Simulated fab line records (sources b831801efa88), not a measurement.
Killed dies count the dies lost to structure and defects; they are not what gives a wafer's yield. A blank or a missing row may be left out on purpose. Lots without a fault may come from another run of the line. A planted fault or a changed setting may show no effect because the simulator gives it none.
What tool caused it?    flow sfq line    14 lots, 42 wafers sampled, at 3 steps of a route of 325

## WHAT THE GAUGES SHOWED, per wafer
The record holds no reading of a measuring or inspecting step that can be judged against a usual standard deviation.

## EACH LOT AND THE TOOL THAT RAN IT (in order: tool; ch and the chambers of the sampled wafers; start)
lot   SFQ_TRILAYER_I6_CMP_CMP_166    SFQ_TRILAYER_I6_METRO_MEASURE_167  SFQ_TRILAYER_I6_VIA_ETCH_VIA_ETCH_172
L293  cmp-02 ch 0,1, day 72 13:33    film metro-03, day 72 16:46        rie diel-03 ch 0,1,3, day 77 07:26
L294  cmp-02 ch 0,2,3, day 73 20:27  film metro-03, day 73 22:34        rie diel-03 ch 1,2,3, day 78 15:32
L295  cmp-02 ch 0,1, day 74 08:41    film metro-01, day 74 11:55        rie diel-02 ch 0,2,3, day 78 22:47
L297  cmp-02 ch 1,2,3, day 75 14:46  film metro-01, day 75 17:17        rie diel-02 ch 1,2,3, day 80 05:20
L298  cmp-02 ch 0,1,3, day 75 21:24  film metro-02, day 76 00:31        rie diel-01 ch 1,2,3, day 80 08:56
L302  cmp-01 ch 0,1,2, day 77 20:11  film metro-03, day 77 22:54        rie diel-01 ch 2,3, day 81 17:20
L307  cmp-02 ch 1,2,3, day 78 03:13  film metro-01, day 78 05:20        rie diel-03 ch 0,1, day 82 00:32
L308  cmp-01 ch 0,1, day 79 19:32    film metro-03, day 79 22:10        rie diel-01 ch 0,2,3, day 83 14:56
L309  cmp-02 ch 0,1,3, day 79 20:14  film metro-01, day 79 23:46        rie diel-03 ch 1,2,3, day 83 16:08
L311  cmp-02 ch 1,2, day 80 02:50    film metro-03, day 80 06:34        rie diel-02 ch 0,1,2, day 83 22:08
L312  cmp-01 ch 1,2, day 80 05:08    film metro-03, day 80 07:46        rie diel-01 ch 0,1, day 83 23:20
L313  cmp-02 ch 1,2,3, day 80 06:50  film metro-01, day 80 08:58        rie diel-03 ch 2,3, day 84 00:32
L314  cmp-02 ch 0,1,2, day 80 10:20  film metro-03, day 80 11:58        rie diel-02 ch 0,1,3, day 84 02:56
L315  cmp-02 ch 0,1, day 80 11:50    film metro-01, day 80 15:10        rie diel-01 ch 1,2, day 84 05:20
- SFQ_TRILAYER_I6_CMP_CMP_166: polishes SiO2.
- SFQ_TRILAYER_I6_METRO_MEASURE_167
- SFQ_TRILAYER_I6_VIA_ETCH_VIA_ETCH_172: etches SiO2 in CHF3, stops on Nb, target depth 260 nm.

## WHAT THE TOOLS THEMSELVES READ (means of the sampled wafers that have a number; where no wafer has one, the mark that the record gives instead)
SFQ_TRILAYER_I6_CMP_CMP_166.
lot   tool    edge zone pressure frac  head pressure psi (psi)  motor current A (A)  platen rpm (rpm)  time to endpoint s (s)
L293  cmp-02  1.000                    3.004                    10.5                 59.96             209
L294  cmp-02  1.000                    3.001                    10.1                 59.97             217
L295  cmp-02  0.996                    2.996                    10.4                 60.00             215
L297  cmp-02  -                        -                        -                    -                 -
L298  cmp-02  -                        -                        -                    -                 -
L302  cmp-01  1.004                    2.996                    9.1                  60.01             204
L307  cmp-02  1.002                    2.998                    10.6                 60.01             221
L308  cmp-01  1.000                    3.000                    8.4                  60.04             205
L309  cmp-02  1.000                    2.999                    10.4                 59.99             211
L311  cmp-02  1.002                    2.996                    10.1                 60.00             210
L312  cmp-01  0.998                    3.000                    9.4                  60.01             214
L313  cmp-02  1.001                    3.001                    10.4                 59.98             213
L314  cmp-02  0.999                    2.997                    9.9                  60.03             208
L315  cmp-02  0.998                    3.008                    9.9                  60.02             214

SFQ_TRILAYER_I6_METRO_MEASURE_167.
lot   tool           thk nm (nm)
L293  film metro-03  198.3
L294  film metro-03  199.9
L295  film metro-01  200.1
L297  film metro-01  494.9
L298  film metro-02  494.0
L302  film metro-03  199.7
L307  film metro-01  199.4
L308  film metro-03  198.8
L309  film metro-01  198.1
L311  film metro-03  199.0
L312  film metro-03  200.1
L313  film metro-01  200.1
L314  film metro-03  198.2
L315  film metro-01  200.3

SFQ_TRILAYER_I6_VIA_ETCH_VIA_ETCH_172.
lot   tool         chamber pressure mTorr (mTorr)  drypump motor current A (A)  oes product au (a.u.)
L293  rie diel-03  30.008                          5.6                          0.849
L294  rie diel-03  29.980                          5.3                          0.847
L295  rie diel-02  29.994                          6.0                          0.855
L297  rie diel-02  29.987                          5.8                          1.611
L298  rie diel-01  30.015                          5.4                          1.619
L302  rie diel-01  30.014                          5.5                          0.854
L307  rie diel-03  29.995                          5.6                          0.854
L308  rie diel-01  30.025                          5.7                          0.853
L309  rie diel-03  30.004                          5.3                          0.845
L311  rie diel-02  29.956                          5.7                          0.855
L312  rie diel-01  29.998                          5.7                          0.854
L313  rie diel-03  30.019                          5.4                          0.854
L314  rie diel-02  29.983                          5.7                          0.852
L315  rie diel-01  30.006                          5.5                          0.855

## THE ANSWER, worked out from the rows above alone
Rule: the usual values come from the lots themselves. Put in order of their means at a reading, lots are off if they are a third of the lots or fewer, leave a main group of 4 or more, and stand apart from it by a gap of 3 or more times the standard deviation of the main group's means; of several such gaps the widest counts. A main group is skipped when, at the precision printed for the reading in the tables above, its means are all equal. A lot without any number at a reading at which 4 lots or more have one is off too. The other lots that the step has rows for count as sound. After the gauges, taken in route order, come the tools' own readings; for these a lot's mean is taken, as printed above. At the first step where some lot is off, the reading lying furthest off is the one used; lots without a number count as furthest.
Off at SFQ_TRILAYER_I6_CMP_CMP_166 (edge zone pressure frac): L297, L298. Without a number there: L297, L298. Main group: mean 1.000, sd 0.002.
A tool fits if, at that step or a process step before it, it ran every lot that is off, and no sound lot after the first of them. Of those tried, none fits.

## WHAT HAD BEEN PUT IN BY THE SIMULATOR
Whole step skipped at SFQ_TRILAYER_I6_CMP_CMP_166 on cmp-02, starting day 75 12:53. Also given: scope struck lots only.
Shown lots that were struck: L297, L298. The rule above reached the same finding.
